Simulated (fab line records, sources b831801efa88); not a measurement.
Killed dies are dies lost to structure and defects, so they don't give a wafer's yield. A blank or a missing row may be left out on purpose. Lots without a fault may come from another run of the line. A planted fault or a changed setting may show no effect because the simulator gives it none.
A struck lot beside a sound one | flow sky130 | 17 steps out of a route of 708
Sound: wafers L209.2, L209.3, L209.5. Struck: wafers L224.2, L224.3, L224.6. The cause comes at the end.
At each step with rows: each side's tool, then ch and its chambers, then its first start. Under that, the readings that differ: sound wafers | struck wafers | difference of the means | sigmas: that difference in standard deviations of wafers without a fault.
alike: readings whose means differ by less than 2 such deviations, and words and numbers that are the same on both sides. not compared: withheld readings, readings that some wafer has no value for, bounds like >300 that may hide the same value, and numbers for which the record gives no deviation and whose values overlap.
The two part at a step that has a row with sigmas, a row that says differs or no value, or rows on one side only. Numbers that don't overlap but have no deviation are shown without sigmas and don't part them. A reading that every wafer of one side lacks parts them only if that side has two wafers or more.

SKY_VT_ADJUST_HVTR_OVL_MEAS_08:
  sound on overlay-02, day 9 14:46; struck on overlay-01, day 14 01:04
  alike: VT_ADJUST_HVTR_OVL
then, 1 step without rows for these wafers: SKY_VT_ADJUST_HVTR_IMPLANT_09.
SKY_VT_ADJUST_HVTR_STRIP_10: strips in O2/N2.
  sound on plasma_asher-02 ch 0,1, day 9 14:56; struck on plasma_asher-01 ch 0,1, day 14 01:14
  alike: drypump_motor_current_A, oes_product_au, strip_time_to_endpoint_s
  not compared: rf_hours_counter_h
SKY_VT_ADJUST_HVTR_TW_MEAS_11:
  sound on film_metro-01, day 9 15:03; struck on film_metro-01, day 14 01:21
  alike: VT_ADJUST_HVTR_TW
then, 7 steps without rows for these wafers: SKY_VT_ADJUST_PCH_DEHYDRATE_00 (time 60 s); SKY_VT_ADJUST_PCH_HMDS_01 (prime time 60 s); SKY_VT_ADJUST_PCH_COAT_02 (resist thk 3000 nm); SKY_VT_ADJUST_PCH_SOFTBAKE_03; SKY_VT_ADJUST_PCH_EXPOSE_04 (exposes mask NWM, target cd 840 nm); SKY_VT_ADJUST_PCH_PEB_05; SKY_VT_ADJUST_PCH_DEVELOP_06 (develop time 60 s).
SKY_VT_ADJUST_PCH_OVL_MEAS_07:
  sound on overlay-02, day 10 13:16; struck on overlay-01, day 15 03:15
  alike: VT_ADJUST_PCH_OVL
SKY_VT_ADJUST_PCH_IMPLANT_08:
  sound on implanter-02 ch 0, day 10 13:20; struck on implanter-04 ch 0, day 15 03:37
SKY_VT_ADJUST_PCH_STRIP_09: strips in O2/N2.
  sound on plasma_asher-02 ch 0,1, day 10 13:27; struck on plasma_asher-04 ch 0,1, day 15 03:45
  alike: drypump_motor_current_A, oes_product_au, strip_time_to_endpoint_s
  not compared: rf_hours_counter_h
SKY_VT_ADJUST_PCH_TW_MEAS_10:
  sound on film_metro-04, day 10 13:34; struck on film_metro-01, day 15 03:52
  reading          | sound             | struck            | difference | sigmas
  VT_ADJUST_PCH_TW | 144.2 144.3 144.1 | 168.8 168.2 168.8 | +24.4      | +16
then, 1 step without rows for these wafers: SKY_SONOS_TUNNEL_DEHYDRATE_00 (time 60 s).
-- the record jumps here: 34 days lie between the struck wafers' starts before and after (it left off in module SONOS_TUNNEL and takes up again in module PAD_OPEN, whose first step shown is number 708 of the route) --
SKY_PAD_OPEN_PROBE_99:
  sound on prober-02, day 46 22:31; struck on prober-02, day 49 15:49
  reading                                | sound                         | struck                        | difference | sigmas
  model.etest.nfet_16v.r_on_ohm_um       | 1.394e+04 1.398e+04 1.407e+04 | 1.473e+04 1.469e+04 1.467e+04 | +7.000e+02 |
  model.etest.pfet_g5v0d10v5.r_on_ohm_um | 4780 4698 4756                | 4478 4502 4493                | -254       |
  model.etest.tip_p.rs_ohm_sq            | 6963 6977 6930                | 6665 6661 6631                | -304       |
  model.etest.tip_p_5v.rs_ohm_sq         | 2854 2861 2853                | 2811 2847 2790                | -40        |
  model.etest.pfet_g5v0d10v5.drive_ua_um | 339.9 343.7 340.2             | 366.1 365.2 366.3             | +24.6      |
  model.etest.pfet_01v8_lvt.drive_ua_um  | 168.9 169.9 171.2             | 192.6 189.9 192.7             | +21.7      |
  model.etest.pfet_01v8.drive_ua_um      | 186.2 188.4 192.5             | 207.3 203.9 209.9             | +18.0      |
  model.etest.pfet_01v8_mvt.drive_ua_um  | 149.3 149.5 150.7             | 167.2 162.4 164.2             | +14.8      |
  alike: killed_at_M0_to_M3, killed_at_M4_up, killed_at_contacts, killed_at_front_end, killed_at_other, killed_dies, killed_open, killed_short

WHERE THEY PART
Only at SKY_VT_ADJUST_PCH_TW_MEAS_10, within this record. Later steps at which nothing parts them and some readings are alike: SKY_PAD_OPEN_PROBE_99.

WHY: what the simulator had put in
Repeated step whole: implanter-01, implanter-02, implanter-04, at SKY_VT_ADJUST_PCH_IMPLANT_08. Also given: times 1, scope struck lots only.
